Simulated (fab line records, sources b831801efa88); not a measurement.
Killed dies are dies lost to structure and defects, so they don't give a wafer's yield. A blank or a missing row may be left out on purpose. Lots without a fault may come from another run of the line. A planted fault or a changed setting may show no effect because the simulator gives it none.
fab line records | flow gf180mcu
record lots=5 wafers=15 last_day=33
route steps=602 shown SALICIDE@286 CONTACT@287 M1@315
lots that met no fault: from a run of the same line without faults
start_h: hours from the record's first day to the start of the lot's first wafer shown | wait_h: hours since the lot's step before | " the same as in the row above | L1.1+2: a row that stands for several wafers | - no value, or no start given | * or withheld: withheld | < > ~ a bound
route shown NAME@n: a module of which the file shows steps, and the number in the route of the first | usual: mean/standard deviation of fault-free wafers | same: alike in all rows | chamber/n: place in a boat | sites: the reading at each site | _std_site: their standard deviation | _edge_site: outer sites' mean less inner sites' | radius_mm: how far each site lies from the wafer's centre | mask NAME#n: copy n | behind: the tool/chamber that last shaped the wafer | hold: why the lot was held/for how many hours/how that ended | device: the transistor (n, p or np) that didn't switch | end of line: the same wafers' tests at the end of the route | a step without rows: its recipe alone | killed: dies lost to structure and defects at the first sort, not the wafer's yield | map: a wafer's dies, x killed, . not, _ none there
set.NAME: the setting as run; set.NAME@STEP: as run at that earlier step | model.NAME: the simulator's own value behind a step, which no gauge read
lots at some steps of the route; a table a step, a row a wafer
services: from which hour (start_h, from the record's first day; less than 0 if before it) a tool's chamber was out of use, for how many hours, and why
## steps
# step GF_SALICIDE_RTA_08
# recipe temp_c=800 time_s=30 ambient=N2
# usual anneal_temp_c_max=804.6/0.95 lamp_power_pct=18.7/2.1 wafer_temp_C_max=803.5/0.73
# columns lot.wafer tool chamber start_h wait_h anneal_temp_c_max lamp_power_pct wafer_temp_C_max
L074.1 rtp_anneal-01 0 349.09 0.0 804.5 22.4 804.1
L074.3 " 0 " " 804.7 22.4 803.0
L074.5 " 0 " " 804.2 22.3 802.9
L075.3 rtp_anneal-02 0 351.87 0.0 804.8 17.5 803.1
L075.5 " 0 " " 804.6 17.6 804.2
L075.6 " 0 " " 802.8 17.6 804.2
L082.1 rtp_anneal-02 0 410.39 0.0 806.0 17.5 803.5
L082.2 " 0 " " 805.5 17.5 803.9
L082.6 " 0 " " 804.1 17.6 803.3
L088.4 rtp_anneal-01 0 462.17 0.1 803.4 22.4 803.1
L088.5 " 0 " " 803.3 22.4 803.3
L088.6 " 0 " " 803.5 22.4 803.1
L094.4 rtp_anneal-02 0 509.99 0.1 803.2 17.5 804.6
L094.5 " 0 " " 805.1 17.5 804.3
L094.6 " 0 " " 804.5 17.5 804.3
# step GF_CONTACT_CVD_00
# recipe material=SiO2 target_thk_nm=300 sigma_open_frac=0.3 temp_c=400 time_s=50 sih4_flow_sccm=60 pressure_mtorr=6
# columns lot.wafer tool chamber start_h wait_h
L074.1+3+5 hdpcvd-02 2,0,0 349.19 0.1
L075.3+5+6 hdpcvd-02 2,2,0 351.93 0.1
L082.1+2+6 hdpcvd-02 2,0,1 410.49 0.1
L088.4+5+6 hdpcvd-01 1,2,0 462.24 0.1
L094.4+5+6 hdpcvd-01 2,0,1 510.06 0.1
# step GF_CONTACT_THK_MEAS_01
# recipe reads=SiO2_of_CONTACT_CVD_00
# usual CONTACT_CVD_00_THK=299.9/2.3
# columns lot.wafer tool chamber start_h wait_h CONTACT_CVD_00_THK[nm]
L074.1 film_metro-04 - 349.24 0.0 298.5
L074.3 " - " " 297.1
L074.5 " - " " 295.7
L075.3 film_metro-04 - 352.00 0.0 298.3
L075.5 " - " " 299.3
L075.6 " - " " 296.4
L082.1 film_metro-03 - 410.53 0.0 302.0
L082.2 " - " " 299.0
L082.6 " - " " 302.3
L088.4 film_metro-03 - 462.29 0.0 299.0
L088.5 " - " " 300.2
L088.6 " - " " 304.5
L094.4 film_metro-03 - 510.11 0.0 297.9
L094.5 " - " " 301.4
L094.6 " - " " 302.2
# step GF_CONTACT_CVD_02
# recipe material=SiO2 target_thk_nm=860 precursor=TEOS temp_c=400 time_s=95.992 rf_w=600
# usual heater_power_w=695/110
# columns lot.wafer tool chamber start_h wait_h heater_power_w
L074.1 pecvd-02 2 349.30 0.1 718
L074.3 " 0 " " 417
L074.5 " 2 " " 735
L075.3 pecvd-04 2 352.04 0.0 735
L075.5 " 2 " " 777
L075.6 " 0 " " 654
L082.1 pecvd-02 1 410.59 0.1 821
L082.2 " 2 " " 628
L082.6 " 2 " " 692
L088.4 pecvd-04 1 462.36 0.1 776
L088.5 " 2 " " 755
L088.6 " 0 " " 709
L094.4 pecvd-02 0 510.17 0.1 499
L094.5 " 1 " " 759
L094.6 " 2 " " 692
# step GF_CONTACT_THK_MEAS_03
# recipe reads=SiO2_of_CONTACT_CVD_02
# usual CONTACT_CVD_02_THK=862/11
# columns lot.wafer tool chamber start_h wait_h CONTACT_CVD_02_THK[nm]
L074.1 film_metro-03 - 349.37 0.0 850
L074.3 " - " " 838
L074.5 " - " " 852
L075.3 film_metro-01 - 352.13 0.1 866
L075.5 " - " " 882
L075.6 " - " " 870
L082.1 film_metro-04 - 410.66 0.0 860
L082.2 " - " " 841
L082.6 " - " " 851
L088.4 film_metro-04 - 462.42 0.0 853
L088.5 " - " " 869
L088.6 " - " " 855
L094.4 film_metro-01 - 510.24 0.0 861
L094.5 " - " " 879
L094.6 " - " " 869
# step GF_CONTACT_CMP_04
# recipe material=SiO2 down_force_psi=4 platen_rpm=60 pad_velocity_m_s=0.94248
# usual motor_current_A=12.8/1.1 time_to_endpoint_s=113/5.3
# columns lot.wafer tool chamber start_h wait_h motor_current_A time_to_endpoint_s
L074.3 cmp-02 2 349.43 0.0 13.5 100
L074.1 " 3 " " 11.5 104
L074.5 " 2 " " 13.8 105
L075.3 cmp-02 2 352.22 0.1 14.1 113
L075.5 " 1 " " 11.0 118
L075.6 " 2 " " 13.8 114
L082.2 cmp-02 1 410.72 0.0 12.2 105
L082.1 " 0 " " 12.0 110
L082.6 " 1 " " 10.7 106
L088.4 cmp-02 0 462.55 0.1 12.0 110
L088.5 " 2 " " 14.0 113
L088.6 " 3 " " 11.1 114
L094.4 cmp-01 1 510.42 0.2 14.1 112
L094.5 " 2 " " 12.4 119
L094.6 " 3 " " 12.9 111
# step GF_CONTACT_BOW_MEAS_05
# recipe mode=bow
# usual CONTACT_BOW=66/6.9
# columns lot.wafer tool chamber start_h wait_h CONTACT_BOW[um]
L074.1 film_metro-03 - 349.73 0.2 66
L074.3 " - " " 61
L074.5 " - " " 77
L075.3 film_metro-03 - 352.51 0.2 62
L075.5 " - " " 69
L075.6 " - " " 54
L082.1 film_metro-04 - 411.02 0.1 66
L082.2 " - " " 68
L082.6 " - " " 83
L088.4 film_metro-04 - 462.81 0.2 57
L088.5 " - " " 60
L088.6 " - " " 58
L094.4 film_metro-03 - 510.63 0.2 68
L094.5 " - " " 57
L094.6 " - " " 68
# step GF_CONTACT_DEHYDRATE_06
# recipe temp_c=200 time_s=60
# usual plate_temp_C=200.00/0.15
# columns lot.wafer tool chamber start_h wait_h plate_temp_C
L074.1 litho_track-03 0 360.69 10.9 200.21
L074.3 " 0 " " 199.95
L074.5 " 0 " " 200.03
L075.3 litho_track-02 0 362.91 10.4 199.93
L075.5 " 0 " " 200.02
L075.6 " 0 " " 200.20
L082.1 litho_track-04 0 422.51 11.5 200.00
L082.2 " 0 " " 200.00
L082.6 " 0 " " 199.74
L088.4 litho_track-02 0 474.28 11.5 199.92
L088.5 " 0 " " 200.06
L088.6 " 0 " " 200.02
L094.4 litho_track-02 0 521.48 10.8 199.74
L094.5 " 0 " " 200.19
L094.6 " 0 " " 200.09
# step GF_CONTACT_HMDS_07
# recipe prime_time_s=60 prime_temp_c=120
# columns lot.wafer tool chamber start_h wait_h
L074.1+3+5 litho_track-03 0 360.84 0.1
L075.3+5+6 litho_track-02 0 363.06 0.1
L082.1+2+6 litho_track-04 0 422.66 0.1
L088.4+5+6 litho_track-02 0 474.43 0.1
L094.4+5+6 litho_track-02 0 521.63 0.1
# step GF_CONTACT_COAT_08
# recipe resist=BARC temp_c=withheld time_s=withheld spin_rpm=withheld resist_thk_nm=withheld
# columns lot.wafer tool chamber start_h wait_h
L074.1+3+5 litho_track-03 0 360.99 0.1
L075.3+5+6 litho_track-02 0 363.21 0.1
L082.1+2+6 litho_track-04 0 422.81 0.1
L088.4+5+6 litho_track-02 0 474.58 0.1
L094.4+5+6 litho_track-02 0 521.78 0.1
# step GF_CONTACT_COAT_09
# recipe resist=KrF spin_rpm=withheld resist_thk_nm=1000
# columns lot.wafer tool chamber start_h wait_h
L074.1+3+5 litho_track-03 0 - -
L075.3+5+6 litho_track-02 0 - -
L082.1+2+6 litho_track-04 0 - -
L088.4+5+6 litho_track-02 0 - -
L094.4+5+6 litho_track-02 0 - -
# step GF_CONTACT_SOFTBAKE_10
# recipe temp_c=130 time_s=60 resist=KrF
# usual plate_temp_C=129.99/0.16
# columns lot.wafer tool chamber start_h wait_h plate_temp_C
L074.1 litho_track-03 0 - - 130.05
L074.3 " 0 " " 129.72
L074.5 " 0 " " 129.85
L075.3 litho_track-02 0 - - 130.04
L075.5 " 0 " " 129.94
L075.6 " 0 " " 129.98
L082.1 litho_track-04 0 - - 130.07
L082.2 " 0 " " 129.77
L082.6 " 0 " " 130.24
L088.4 litho_track-02 0 - - 130.11
L088.5 " 0 " " 129.90
L088.6 " 0 " " 129.87
L094.4 litho_track-02 0 - - 130.25
L094.5 " 0 " " 130.26
L094.6 " 0 " " 130.17
# step GF_CONTACT_EXPOSE_11
# recipe mask_id=Contact target_cd_nm=220 na=0.68 source_shape=conventional sigma_outer=0.6 dose_mj=38
# columns lot.wafer tool chamber start_h wait_h mask
L074.1+3+5 krf_scanner-01 0 - - Contact#0
L075.3+5+6 krf_scanner-02 0 - - Contact#0
L082.1+2+6 krf_scanner-01 0 - - Contact#0
L088.4+5+6 krf_scanner-02 0 - - Contact#0
L094.4+5+6 krf_scanner-01 0 - - Contact#0
# step GF_CONTACT_PEB_12
# recipe peb_temp_c=135.9 peb_time_s=90 resist=KrF
# usual plate_temp_C=135.91/0.15
# columns lot.wafer tool chamber start_h wait_h plate_temp_C
L074.1 litho_track-04 0 - - 135.77
L074.3 " 0 " " 135.70
L074.5 " 0 " " 135.58
L075.3 litho_track-03 0 - - 136.15
L075.5 " 0 " " 136.31
L075.6 " 0 " " 136.10
L082.1 litho_track-04 0 - - 135.99
L082.2 " 0 " " 136.03
L082.6 " 0 " " 135.93
L088.4 litho_track-04 0 - - 135.81
L088.5 " 0 " " 135.88
L088.6 " 0 " " 135.89
L094.4 litho_track-04 0 - - 136.16
L094.5 " 0 " " 136.17
L094.6 " 0 " " 136.07
# step GF_CONTACT_DEVELOP_13
# recipe develop_time_s=60 resist=KrF dev_temp_c=21
# columns lot.wafer tool chamber start_h wait_h
L074.1+3+5 litho_track-04 0 372.26 0.2
L075.3+5+6 litho_track-03 0 374.79 0.1
L082.1+2+6 litho_track-04 0 434.86 0.2
L088.4+5+6 litho_track-04 0 486.28 0.1
L094.4+5+6 litho_track-04 0 532.78 0.1
# step GF_CONTACT_CD_MEAS_14
# recipe target_cd_nm=220
# usual cd_nm=219.9/1.3
# columns lot.wafer tool chamber start_h wait_h cd_nm
L074.1 cd_sem-01 - 372.41 0.1 220.0
L074.3 " - " " 217.7
L074.5 " - " " 218.5
L075.3 cd_sem-02 - 374.93 0.1 218.3
L075.5 " - " " 219.2
L075.6 " - " " 219.4
L082.1 cd_sem-02 - 435.01 0.1 218.7
L082.2 " - " " 218.8
L082.6 " - " " 217.1
L088.4 cd_sem-01 - 486.42 0.1 219.7
L088.5 " - " " 218.9
L088.6 " - " " 218.8
L094.4 cd_sem-02 - 532.92 0.1 220.1
L094.5 " - " " 219.6
L094.6 " - " " 218.9
# step GF_CONTACT_OVL_MEAS_15
# usual CONTACT_OVL=1/4.9
# columns lot.wafer tool chamber start_h wait_h CONTACT_OVL[nm]
L074.1 overlay-01 - 372.53 0.1 -3
L074.3 " - " " -3
L074.5 " - " " -3
L075.3 overlay-01 - 375.02 0.1 1
L075.5 " - " " 2
L075.6 " - " " -2
L082.1 overlay-02 - 435.13 0.1 6
L082.2 " - " " 9
L082.6 " - " " 4
L088.4 overlay-02 - 486.50 0.1 10
L088.5 " - " " 6
L088.6 " - " " -5
L094.4 overlay-01 - 533.00 0.1 8
L094.5 " - " " 2
L094.6 " - " " 3
# step GF_CONTACT_ETCH_16
# recipe chemistry=N2/H2 target_depth_a=withheld overetch_a=withheld time_s=withheld target=BARC ion_energy_ev=200 source_w=500 bias_w=100 pressure_mtorr=30 n2_flow_sccm=100 h2_flow_sccm=200
# usual drypump_motor_current_A=5.7/0.42 oes_product_au=0.855/0.0052 throttle_valve_pct=13.225/0.0087
# columns lot.wafer tool chamber start_h wait_h drypump_motor_current_A oes_product_au throttle_valve_pct
L074.1 rie_diel-02 3 372.57 0.0 5.7 0.855 13.236
L074.3 " 0 " " 6.1 0.858 13.218
L074.5 " 0 " " 6.1 0.862 13.216
L075.3 rie_diel-03 3 375.04 0.0 5.4 0.853 13.209
L075.5 " 3 " " 5.3 0.859 13.215
L075.6 " 2 " " 5.1 0.854 13.234
L082.1 rie_diel-04 1 435.17 0.0 5.6 0.856 13.236
L082.2 " 2 " " 6.0 0.856 13.212
L082.6 " 2 " " 6.0 0.862 13.226
L088.4 rie_diel-03 1 486.51 0.0 5.0 0.852 13.219
L088.5 " 2 " " 5.1 0.861 13.215
L088.6 " 3 " " 5.3 0.851 13.221
L094.4 rie_diel-02 1 533.01 0.0 6.0 0.858 13.229
L094.5 " 1 " " 6.1 0.857 13.236
L094.6 " 0 " " 6.1 0.860 13.213
# step GF_CONTACT_ETCH_17
# recipe chemistry=C4F8/O2/Ar mask_material=KrF target=SiO2 stop_on=CoSi2 source_w=1500 bias_w=1200 pressure_mtorr=40 c4f8_flow_sccm=withheld O2_flow_sccm=6 Ar_flow_sccm=300 time_s=withheld target_depth_a=8600
# usual oes_product_au=0.815/0.0043
# columns lot.wafer tool chamber start_h wait_h oes_product_au
L074.1 rie_diel-02 3 - - 0.808
L074.3 " 0 " " 0.812
L074.5 " 0 " " 0.815
L075.3 rie_diel-03 3 - - 0.819
L075.5 " 3 " " 0.813
L075.6 " 2 " " 0.816
L082.1 rie_diel-04 1 - - 0.817
L082.2 " 2 " " 0.809
L082.6 " 2 " " 0.816
L088.4 rie_diel-03 1 - - 0.818
L088.5 " 2 " " 0.821
L088.6 " 3 " " 0.811
L094.4 rie_diel-02 1 - - 0.814
L094.5 " 1 " " 0.818
L094.6 " 0 " " 0.813
# step GF_CONTACT_STRIP_18
# recipe chemistry=O2/N2 power_w=1400 pressure_mtorr=1500 platen_temp_c=250 o2_flow_sccm=3000 n2_flow_sccm=300 overash_fraction=0.5
# usual drypump_motor_current_A=5.2/0.47 heater_power_w=336/32 oes_product_au=0.581/0.0047
# columns lot.wafer tool chamber start_h wait_h drypump_motor_current_A heater_power_w oes_product_au rf_hours_counter_h
L074.1 plasma_asher-03 1 372.73 - 4.9 345 0.574 26
L074.3 " 0 " " 4.7 277 0.581 -
L074.5 " 0 " " 4.7 278 0.579 -
L075.3 plasma_asher-02 1 375.24 - 6.2 317 0.578 -
L075.5 " 1 " " 6.2 322 0.580 -
L075.6 " 0 " " 4.7 380 0.579 -
L082.1 plasma_asher-03 0 435.33 - 4.7 281 0.585 32
L082.2 " 1 " " 4.9 353 0.585 32
L082.6 " 1 " " 4.9 351 0.580 -
L088.4 plasma_asher-01 1 486.71 - 5.6 373 0.580 -
L088.5 " 0 " " 5.2 328 0.581 -
L088.6 " 1 " " 5.6 369 0.576 -
L094.4 plasma_asher-03 0 533.21 - 4.7 288 0.584 -
L094.5 " 1 " " 4.9 353 0.588 -
L094.6 " 0 " " 4.7 283 0.577 -
# step GF_CONTACT_CLEAN_19
# recipe chemistry=SPM
# columns lot.wafer tool chamber start_h wait_h
L074.1+3+5 wet_bench-02 3 372.83 0.1
L075.3+5+6 wet_bench-03 0 375.31 0.0
L082.1+2+6 wet_bench-03 0 435.43 0.1
L088.4+5+6 wet_bench-03 1 486.78 0.0
L094.4+5+6 wet_bench-01 1 533.28 0.0
# step GF_CONTACT_CLEAN_20
# recipe chemistry=DIW
# columns lot.wafer tool chamber start_h wait_h
L074.1+3+5 wet_bench-03 3 372.92 0.0
L075.3+5+6 wet_bench-03 3 375.49 0.0
L082.1+2+6 wet_bench-02 0 435.53 0.0
L088.4+5+6 wet_bench-01 2 486.87 0.0
L094.4+5+6 wet_bench-02 3 533.37 0.0
# step GF_CONTACT_CLEAN_21
# recipe chemistry=dHF time_s=20 dilution=100:1 dry=ipa_marangoni
# columns lot.wafer tool chamber start_h wait_h
L074.1+3+5 wet_bench-01 3 373.10 0.0
L075.3+5+6 wet_bench-02 2 375.67 0.0
L082.1+2+6 wet_bench-01 2 435.62 0.0
L088.4+5+6 wet_bench-03 0 486.96 0.0
L094.4+5+6 wet_bench-03 0 533.57 0.0
# step GF_CONTACT_SPUTTER_22
# recipe material=Ti target_thk_nm=15 chamber_pressure_pa=5 power_w=2500 substrate_temp_c=200 time_s=80.02
# usual throttle_valve_pct=30.1/1
# columns lot.wafer tool chamber start_h wait_h throttle_valve_pct
L074.1 pvd_sputter-03 - 373.13 0.0 29.5
L074.3 " - " " 29.5
L074.5 " - " " 29.4
L075.3 pvd_sputter-02 - 375.69 0.0 29.3
L075.5 " - " " 29.4
L075.6 " - " " 31.0
L082.1 pvd_sputter-02 - 435.64 0.0 31.2
L082.2 " - " " 29.2
L082.6 " - " " 29.3
L088.4 pvd_sputter-02 - 486.97 0.0 29.3
L088.5 " - " " 28.6
L088.6 " - " " 29.8
L094.4 pvd_sputter-03 - 533.58 0.0 31.8
L094.5 " - " " 29.9
L094.6 " - " " 30.8
# step GF_CONTACT_SPUTTER_23
# recipe material=TiN target_thk_nm=10 chamber_pressure_pa=5 power_w=4000 time_s=40
# usual throttle_valve_pct=30.1/1
# columns lot.wafer tool chamber start_h wait_h throttle_valve_pct
L074.1 pvd_sputter-03 - 373.20 0.0 29.6
L074.3 " - " " 29.8
L074.5 " - " " 29.6
L075.3 pvd_sputter-02 - 375.75 0.0 29.2
L075.5 " - " " 29.2
L075.6 " - " " 30.9
L082.1 pvd_sputter-02 - 435.70 0.0 31.0
L082.2 " - " " 29.3
L082.6 " - " " 29.2
L088.4 pvd_sputter-02 - 487.04 0.0 29.1
L088.5 " - " " 28.1
L088.6 " - " " 29.6
L094.4 pvd_sputter-03 - 533.65 0.0 31.5
L094.5 " - " " 29.5
L094.6 " - " " 30.9
# step GF_CONTACT_CVD_24
# recipe material=W target_thk_nm=300 time_s=90.339 temp_c=400 pressure_torr=40
# usual heater_power_w=881/55
# columns lot.wafer tool chamber start_h wait_h heater_power_w
L074.1 cvd_w-01 0 373.23 0.0 963
L074.3 " 0 " " 954
L074.5 " 1 " " 836
L075.3 cvd_w-02 1 375.82 0.1 874
L075.5 " 0 " " 951
L075.6 " 1 " " 865
L082.1 cvd_w-01 1 435.74 0.0 851
L082.2 " 0 " " 955
L082.6 " 0 " " 942
L088.4 cvd_w-01 0 487.11 0.1 948
L088.5 " 0 " " 940
L088.6 " 1 " " 838
L094.4 cvd_w-02 0 533.73 0.1 863
L094.5 " 0 " " 857
L094.6 " 1 " " 848
# step GF_CONTACT_RS_MEAS_25
# recipe thk_meas_gauge=four-point-probe reads=W_of_CONTACT_CVD_24+TiN_of_CONTACT_SPUTTER_23+Ti_of_CONTACT_SPUTTER_22
# usual CONTACT_W_RS=0.384/0.0041
# columns lot.wafer tool chamber start_h wait_h CONTACT_W_RS[ohm/sq]
L074.1 film_metro-04 - 373.33 0.1 0.386
L074.3 " - " " 0.387
L074.5 " - " " 0.381
L075.3 film_metro-04 - 375.93 0.1 0.385
L075.5 " - " " 0.380
L075.6 " - " " 0.385
L082.1 film_metro-03 - 435.84 0.1 0.378
L082.2 " - " " 0.380
L082.6 " - " " 0.381
L088.4 film_metro-04 - 487.24 0.1 0.382
L088.5 " - " " 0.381
L088.6 " - " " 0.381
L094.4 film_metro-04 - 533.86 0.1 0.382
L094.5 " - " " 0.384
L094.6 " - " " 0.375
# step GF_CONTACT_THK_MEAS_26
# recipe thk_meas_gauge=xrf reads=W_of_CONTACT_CVD_24
# usual CONTACT_W_THK=306/4.8
# columns lot.wafer tool chamber start_h wait_h CONTACT_W_THK[nm]
L074.1 film_metro-04 - 373.45 0.1 309
L074.3 " - " " 309
L074.5 " - " " 312
L075.3 film_metro-04 - 376.03 0.1 311
L075.5 " - " " 311
L075.6 " - " " 306
L082.1 film_metro-03 - 435.96 0.1 313
L082.2 " - " " 313
L082.6 " - " " 310
L088.4 film_metro-04 - 487.33 0.1 305
L088.5 " - " " 307
L088.6 " - " " 306
L094.4 film_metro-04 - 533.95 0.1 308
L094.5 " - " " 308
L094.6 " - " " 315
# step GF_CONTACT_CMP_27
# recipe stop_on=SiO2 down_force_psi=3.5 platen_rpm=60 t_overpolish_s=15 target_thk_nm=0 pad_velocity_m_s=0.94248
# usual motor_current_A=12.0/0.94 overpolish_run_s=14.999/0.011 time_to_endpoint_s=74.0/3
# columns lot.wafer tool chamber start_h wait_h motor_current_A overpolish_run_s time_to_endpoint_s
L074.1 cmp-01 2 373.56 0.1 11.5 14.989 73.1
L074.3 " 0 " " 12.5 14.996 72.5
L074.5 " 1 " " 12.9 15.004 76.0
L075.3 cmp-01 3 376.17 0.1 11.8 15.005 67.4
L075.5 " 1 " " 13.7 15.005 76.4
L075.6 " 2 " " 12.4 14.991 73.8
L082.1 cmp-01 3 436.02 0.1 12.2 14.998 73.7
L082.2 " 1 " " 12.7 15.012 79.9
L082.6 " 0 " " 12.7 15.011 78.6
L088.4 cmp-01 3 487.51 0.2 11.3 15.005 75.2
L088.5 " 0 " " 12.4 15.010 77.7
L088.6 " 1 " " 13.3 15.004 78.6
L094.4 cmp-02 3 533.98 0.0 11.2 15.001 71.6
L094.6 " 3 " " 11.1 15.005 74.6
L094.5 " 0 " " 11.4 14.998 72.6
# step GF_M1_SPUTTER_00
# recipe material=Ti target_thk_nm=37.5 arriving_ion_energy_ev=80 substrate_temp_c=200 chamber_pressure_pa=2 power_w=4000 time_s=150
# usual throttle_valve_pct=31.0/1
# columns lot.wafer tool chamber start_h wait_h throttle_valve_pct
L074.1 pvd_sputter-01 - 373.81 0.2 31.2
L074.3 " - " " 30.0
L074.5 " - " " 30.5
L075.3 pvd_sputter-03 - 376.37 0.1 30.6
L075.5 " - " " 29.8
L075.6 " - " " 30.9
L082.1 pvd_sputter-01 - 436.32 0.2 30.5
L082.2 " - " " 30.0
L082.6 " - " " 32.9
L088.4 pvd_sputter-04 - 487.66 0.1 31.8
L088.5 " - " " 31.0
L088.6 " - " " 29.8
L094.4 pvd_sputter-04 - 534.28 0.2 29.7
L094.5 " - " " 30.0
L094.6 " - " " 31.6
# step GF_M1_SPUTTER_01
# recipe material=TiN target_thk_nm=30 power_w=6500 time_s=25 chamber_pressure_pa=0.4
# usual throttle_valve_pct=31.0/1
# columns lot.wafer tool chamber start_h wait_h throttle_valve_pct
L074.1 pvd_sputter-01 - 373.91 0.1 31.6
L074.3 " - " " 29.9
L074.5 " - " " 30.2
L075.3 pvd_sputter-03 - 376.47 0.1 30.8
L075.5 " - " " 29.4
L075.6 " - " " 30.9
L082.1 pvd_sputter-01 - 436.42 0.1 30.7
L082.2 " - " " 30.1
L082.6 " - " " 33.1
L088.4 pvd_sputter-04 - 487.76 0.1 31.7
L088.5 " - " " 31.0
L088.6 " - " " 29.6
L094.4 pvd_sputter-04 - 534.38 0.1 30.1
L094.5 " - " " 29.6
L094.6 " - " " 31.7
# step GF_M1_SPUTTER_02
# recipe material=AlCu target_thk_nm=450 power_w=10600 time_s=23.9 chamber_pressure_pa=0.4
# usual throttle_valve_pct=31.0/1
# columns lot.wafer tool chamber start_h wait_h throttle_valve_pct
L074.1 pvd_sputter-01 - 373.95 0.0 31.2
L074.3 " - " " 30.3
L074.5 " - " " 30.1
L075.3 pvd_sputter-03 - 376.50 0.0 30.8
L075.5 " - " " 29.8
L075.6 " - " " 30.7
L082.1 pvd_sputter-01 - 436.45 0.0 30.7
L082.2 " - " " 30.1
L082.6 " - " " 33.2
L088.4 pvd_sputter-04 - 487.79 0.0 31.9
L088.5 " - " " 31.0
L088.6 " - " " 29.9
L094.4 pvd_sputter-04 - 534.41 0.0 29.9
L094.5 " - " " 29.7
L094.6 " - " " 31.7
# step GF_M1_SPUTTER_03
# recipe material=Ti target_thk_nm=10 substrate_temp_c=300 chamber_pressure_pa=0.3 power_w=3000 time_s=6.7
# usual throttle_valve_pct=31.0/1
# columns lot.wafer tool chamber start_h wait_h throttle_valve_pct
L074.1 pvd_sputter-01 - 373.98 0.0 31.5
L074.3 " - " " 30.3
L074.5 " - " " 30.2
L075.3 pvd_sputter-03 - 376.53 0.0 30.9
L075.5 " - " " 29.7
L075.6 " - " " 30.8
L082.1 pvd_sputter-01 - 436.48 0.0 30.7
L082.2 " - " " 29.9
L082.6 " - " " 33.3
L088.4 pvd_sputter-04 - 487.82 0.0 31.4
L088.5 " - " " 30.9
L088.6 " - " " 29.9
L094.4 pvd_sputter-04 - 534.44 0.0 29.6
L094.5 " - " " 29.9
L094.6 " - " " 31.8
# step GF_M1_SPUTTER_04
# recipe material=TiN target_thk_nm=50 power_w=6500 time_s=41.7 chamber_pressure_pa=0.4
# usual throttle_valve_pct=31.0/1
# columns lot.wafer tool chamber start_h wait_h throttle_valve_pct
L074.1 pvd_sputter-01 - 374.00 0.0 31.6
L074.3 " - " " 29.9
L074.5 " - " " 30.2
L075.3 pvd_sputter-03 - 376.55 0.0 30.8
L075.5 " - " " 29.9
L075.6 " - " " 31.1
L082.1 pvd_sputter-01 - 436.50 0.0 30.6
L082.2 " - " " 30.4
L082.6 " - " " 33.0
L088.4 pvd_sputter-04 - 487.84 0.0 31.9
L088.5 " - " " 31.0
L088.6 " - " " 29.9
L094.4 pvd_sputter-04 - 534.46 0.0 29.8
L094.5 " - " " 29.7
L094.6 " - " " 31.7
# step GF_M1_RS_MEAS_05
# recipe thk_meas_gauge=four-point-probe reads=TiN_of_M1_SPUTTER_04+Ti_of_M1_SPUTTER_03+AlCu_of_M1_SPUTTER_02+TiN_of_M1_SPUTTER_01+Ti_of_M1_SPUTTER_00
# usual M1_ALCU_RS=0.0695/0.00065
# columns lot.wafer tool chamber start_h wait_h M1_ALCU_RS[ohm/sq]
L074.1 film_metro-04 - 374.04 0.0 0.0702
L074.3 " - " " 0.0697
L074.5 " - " " 0.0696
L075.3 film_metro-04 - 376.63 0.1 0.0702
L075.5 " - " " 0.0699
L075.6 " - " " 0.0697
L082.1 film_metro-04 - 436.54 0.0 0.0694
L082.2 " - " " 0.0693
L082.6 " - " " 0.0695
L088.4 film_metro-04 - 487.94 0.1 0.0701
L088.5 " - " " 0.0688
L088.6 " - " " 0.0691
L094.4 film_metro-04 - 534.56 0.1 0.0688
L094.5 " - " " 0.0683
L094.6 " - " " 0.0688
# step GF_M1_THK_MEAS_06
# recipe thk_meas_gauge=xrf reads=AlCu_of_M1_SPUTTER_02
# usual M1_ALCU_THK=456/4.6
# columns lot.wafer tool chamber start_h wait_h M1_ALCU_THK[nm]
L074.1 film_metro-04 - 374.16 0.1 452
L074.3 " - " " 455
L074.5 " - " " 455
L075.3 film_metro-04 - 376.73 0.1 449
L075.5 " - " " 456
L075.6 " - " " 455
L082.1 film_metro-04 - 436.66 0.1 457
L082.2 " - " " 455
L082.6 " - " " 456
L088.4 film_metro-04 - 488.03 0.1 453
L088.5 " - " " 458
L088.6 " - " " 458
L094.4 film_metro-04 - 534.65 0.1 459
L094.5 " - " " 463
L094.6 " - " " 457
# step GF_M1_DEHYDRATE_07
# recipe temp_c=200 time_s=60
# usual plate_temp_C=199.98/0.16
# columns lot.wafer tool chamber start_h wait_h plate_temp_C
L074.1 litho_track-01 0 384.69 10.5 199.88
L074.3 " 0 " " 200.14
L074.5 " 0 " " 199.74
L075.3 litho_track-01 0 387.24 10.5 200.03
L075.5 " 0 " " 200.01
L075.6 " 0 " " 199.77
L082.1 litho_track-04 0 448.41 11.7 199.85
L082.2 " 0 " " 200.10
L082.6 " 0 " " 199.96
L088.4 litho_track-01 0 499.87 11.8 200.00
L088.5 " 0 " " 199.98
L088.6 " 0 " " 200.09
L094.4 litho_track-02 0 545.73 11.1 199.94
L094.5 " 0 " " 200.08
L094.6 " 0 " " 200.00
# step GF_M1_HMDS_08
# recipe prime_time_s=60 prime_temp_c=120
# columns lot.wafer tool chamber start_h wait_h
L074.1+3+5 litho_track-01 0 384.84 0.1
L075.3+5+6 litho_track-01 0 387.39 0.1
L082.1+2+6 litho_track-04 0 448.56 0.1
L088.4+5+6 litho_track-01 0 500.02 0.1
L094.4+5+6 litho_track-02 0 545.88 0.1
# step GF_M1_COAT_09
# recipe resist=KrF spin_rpm=withheld resist_thk_nm=1000
# columns lot.wafer tool chamber start_h wait_h
L074.1+3+5 litho_track-01 0 384.99 0.1
L075.3+5+6 litho_track-01 0 387.54 0.1
L082.1+2+6 litho_track-04 0 448.71 0.1
L088.4+5+6 litho_track-01 0 500.17 0.1
L094.4+5+6 litho_track-02 0 546.03 0.1
## services
# columns tool chamber start_h hours kind
krf_scanner-01 - 334.31 0.3 repair
krf_scanner-01 - 337.81 0.3 repair
pvd_sputter-03 - 341.68 12.4 repair
krf_scanner-01 - 346.00 1.0 pm
cvd_w-01 0 348.67 2.7 repair
cmp-01 - 348.92 4.6 pm
rie_diel-03 2 353.32 9.4 repair
krf_scanner-01 - 369.19 0.8 pm
pvd_sputter-02 - 378.40 1.8 repair
hdpcvd-02 0 386.84 5.5 repair
cmp-02 - 392.27 1.2 repair
cmp-01 - 404.28 4.0 pm
rie_diel-02 0 424.74 20.9 repair
hdpcvd-02 0 425.78 5.3 repair
hdpcvd-02 - 434.62 60.0 repair
krf_scanner-01 - 453.93 1.3 pm
rtp_anneal-02 - 458.99 3.8 pm
cvd_w-01 0 460.01 11.3 repair
cmp-01 - 496.07 0.6 repair
rie_diel-02 1 496.07 2.6 repair
cmp-02 - 506.22 1.9 repair
pvd_sputter-04 - 506.25 0.7 repair
cmp-01 - 508.93 0.8 repair
wet_bench-03 - 545.69 7.2 repair
## key
fault none
